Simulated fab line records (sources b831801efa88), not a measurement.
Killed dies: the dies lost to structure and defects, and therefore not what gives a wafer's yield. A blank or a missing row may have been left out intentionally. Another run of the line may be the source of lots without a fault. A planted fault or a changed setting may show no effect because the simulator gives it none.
The tool behind it: which one? / flow sky130 / 36 wafers from 12 lots sampled at 5 of the route's 708 steps

## WHAT EACH GAUGE READ, for each wafer
SKY_CONTACT_THK_MEAS_26: measures by xrf.
lot=L075; measured=day 32 23:40; on=film_metro-02; CONTACT_W_THK (nm)=355 350 350
lot=L076; measured=day 33 04:39; on=film_metro-01; CONTACT_W_THK (nm)=335 339 339
lot=L078; measured=day 34 00:13; on=film_metro-03; CONTACT_W_THK (nm)=353 355 348
lot=L081; measured=day 34 06:08; on=film_metro-01; CONTACT_W_THK (nm)=337 349 339
lot=L083; measured=day 35 01:54; on=film_metro-01; CONTACT_W_THK (nm)=337 339 353
lot=L085; measured=day 35 16:30; on=film_metro-02; CONTACT_W_THK (nm)=345 348 349
lot=L087; measured=day 35 18:28; on=film_metro-01; CONTACT_W_THK (nm)=336 344 335
lot=L089; measured=day 36 19:31; on=film_metro-03; CONTACT_W_THK (nm)=353 353 348
lot=L091; measured=day 37 06:05; on=film_metro-03; CONTACT_W_THK (nm)=343 341 346
lot=L093; measured=day 37 21:55; on=film_metro-02; CONTACT_W_THK (nm)=346 351 343
lot=L095; measured=day 38 06:06; on=film_metro-03; CONTACT_W_THK (nm)=340 349 350
lot=L097; measured=day 38 22:50; on=film_metro-01; CONTACT_W_THK (nm)=341 338 332

## WHICH TOOL RAN EACH LOT (tool, then ch and the chambers of the sampled wafers, then the start)
lot=L075; SKY_VT_ADJUST_HVTR_STRIP_10=plasma_asher-01 ch 0,1, day 10 16:08; SKY_POLY_GATE_ETCH_16=rie_diel-03 ch 1,2, day 17 20:46; SKY_POLY_GATE_ETCH_17=rie_si-01 ch 0,1,3, day 17 20:52; SKY_LOCAL_INTERCONNECT_STRIP_15=plasma_asher-03 ch 0, day 31 18:12
lot=L076; SKY_VT_ADJUST_HVTR_STRIP_10=plasma_asher-04 ch 0,1, day 10 18:41; SKY_POLY_GATE_ETCH_16=rie_diel-03 ch 0,1, day 17 23:06; SKY_POLY_GATE_ETCH_17=rie_si-01 ch 0,1,3, day 17 23:12; SKY_LOCAL_INTERCONNECT_STRIP_15=plasma_asher-04 ch 0,1, day 31 23:21
lot=L078; SKY_VT_ADJUST_HVTR_STRIP_10=plasma_asher-03 ch 0,1, day 11 13:23; SKY_POLY_GATE_ETCH_16=rie_diel-01 ch 0,2, day 19 00:58; SKY_POLY_GATE_ETCH_17=rie_si-01 ch 0,1, day 19 01:04; SKY_LOCAL_INTERCONNECT_STRIP_15=plasma_asher-01 ch 0,1, day 32 19:33
lot=L081; SKY_VT_ADJUST_HVTR_STRIP_10=plasma_asher-04 ch 0,1, day 11 20:16; SKY_POLY_GATE_ETCH_16=rie_diel-03 ch 0,2,3, day 19 09:04; SKY_POLY_GATE_ETCH_17=rie_si-02 ch 0,1,3, day 19 09:10; SKY_LOCAL_INTERCONNECT_STRIP_15=plasma_asher-04 ch 0,1, day 33 00:58
lot=L083; SKY_VT_ADJUST_HVTR_STRIP_10=plasma_asher-01 ch 1, day 12 10:52; SKY_POLY_GATE_ETCH_16=rie_diel-02 ch 0,1, day 20 06:04; SKY_POLY_GATE_ETCH_17=rie_si-01 ch 1,2,3, day 20 06:10; SKY_LOCAL_INTERCONNECT_STRIP_15=plasma_asher-04 ch 0,1, day 33 20:50
lot=L085; SKY_VT_ADJUST_HVTR_STRIP_10=plasma_asher-04 ch 0,1, day 12 23:31; SKY_POLY_GATE_ETCH_16=rie_diel-03 ch 0,3, day 20 21:31; SKY_POLY_GATE_ETCH_17=rie_si-01 ch 0,1,2, day 20 21:37; SKY_LOCAL_INTERCONNECT_STRIP_15=plasma_asher-04 ch 0,1, day 34 12:31
lot=L087; SKY_VT_ADJUST_HVTR_STRIP_10=plasma_asher-03 ch 0,1, day 13 06:14; SKY_POLY_GATE_ETCH_16=rie_diel-02 ch 1,2, day 21 04:07; SKY_POLY_GATE_ETCH_17=rie_si-02 ch 0,3, day 21 04:13; SKY_LOCAL_INTERCONNECT_STRIP_15=plasma_asher-03 ch 0,1, day 34 13:45
lot=L089; SKY_VT_ADJUST_HVTR_STRIP_10=plasma_asher-04 ch 0,1, day 14 08:13; SKY_POLY_GATE_ETCH_16=rie_diel-01 ch 0,1,2, day 22 07:58; SKY_POLY_GATE_ETCH_17=rie_si-01 ch 2,3, day 22 08:04; SKY_LOCAL_INTERCONNECT_STRIP_15=plasma_asher-04 ch 0,1, day 35 14:14
lot=L091; SKY_VT_ADJUST_HVTR_STRIP_10=plasma_asher-01 ch 0,1, day 15 01:34; SKY_POLY_GATE_ETCH_16=rie_diel-01 ch 1,2,3, day 22 22:19; SKY_POLY_GATE_ETCH_17=rie_si-01 ch 0,1,2, day 22 22:25; SKY_LOCAL_INTERCONNECT_STRIP_15=plasma_asher-04 ch 0,1, day 36 01:41
lot=L093; SKY_VT_ADJUST_HVTR_STRIP_10=plasma_asher-03 ch 0,1, day 15 12:55; SKY_POLY_GATE_ETCH_16=rie_diel-03 ch 0,1,2, day 23 13:28; SKY_POLY_GATE_ETCH_17=rie_si-01 ch 1,2,3, day 23 13:34; SKY_LOCAL_INTERCONNECT_STRIP_15=plasma_asher-03 ch 0,1, day 36 17:24
lot=L095; SKY_VT_ADJUST_HVTR_STRIP_10=plasma_asher-01 ch 0,1, day 15 23:59; SKY_POLY_GATE_ETCH_16=rie_diel-01 ch 0,1,2, day 24 02:07; SKY_POLY_GATE_ETCH_17=rie_si-01 ch 1,2, day 24 02:13; SKY_LOCAL_INTERCONNECT_STRIP_15=plasma_asher-01 ch 0,1, day 37 02:23
lot=L097; SKY_VT_ADJUST_HVTR_STRIP_10=plasma_asher-03 ch 0,1, day 16 14:34; SKY_POLY_GATE_ETCH_16=rie_diel-01 ch 0,1,2, day 24 18:28; SKY_POLY_GATE_ETCH_17=rie_si-01 ch 0,3, day 24 18:34; SKY_LOCAL_INTERCONNECT_STRIP_15=plasma_asher-04 ch 0,1, day 37 19:11
- SKY_VT_ADJUST_HVTR_STRIP_10: strips in O2/N2.
- SKY_POLY_GATE_ETCH_16: etches Si3N4 in CH3F/O2, stops on poly-Si, time 147.5 s, target depth 75 nm.
- SKY_POLY_GATE_ETCH_17: etches poly-Si in HBr/Cl2, stops on SiO2, target depth 180 nm, time 70.5 s.
- SKY_LOCAL_INTERCONNECT_STRIP_15: strips in O2/N2.

## THE ANSWER, worked out from the rows above alone
Rule: the usual values come from the lots themselves. The widest of any qualifying gaps counts: lots, ordered by their means at a reading, are off when they make up no more than a third of the lots, leave a main group of 4 or more, and stand apart from it by 3 or more times the standard deviation of that group's means. The tables above print the reading to a certain number of digits; a main group whose means all agree to those digits is not used. Also off: a lot with no number at a reading for which 4 or more lots have one. Where the step has rows for the other lots, those lots are counted as sound.
Nothing can be told from this: no lot is off at any reading shown.

## WHAT THE SIMULATOR HAD INSERTED
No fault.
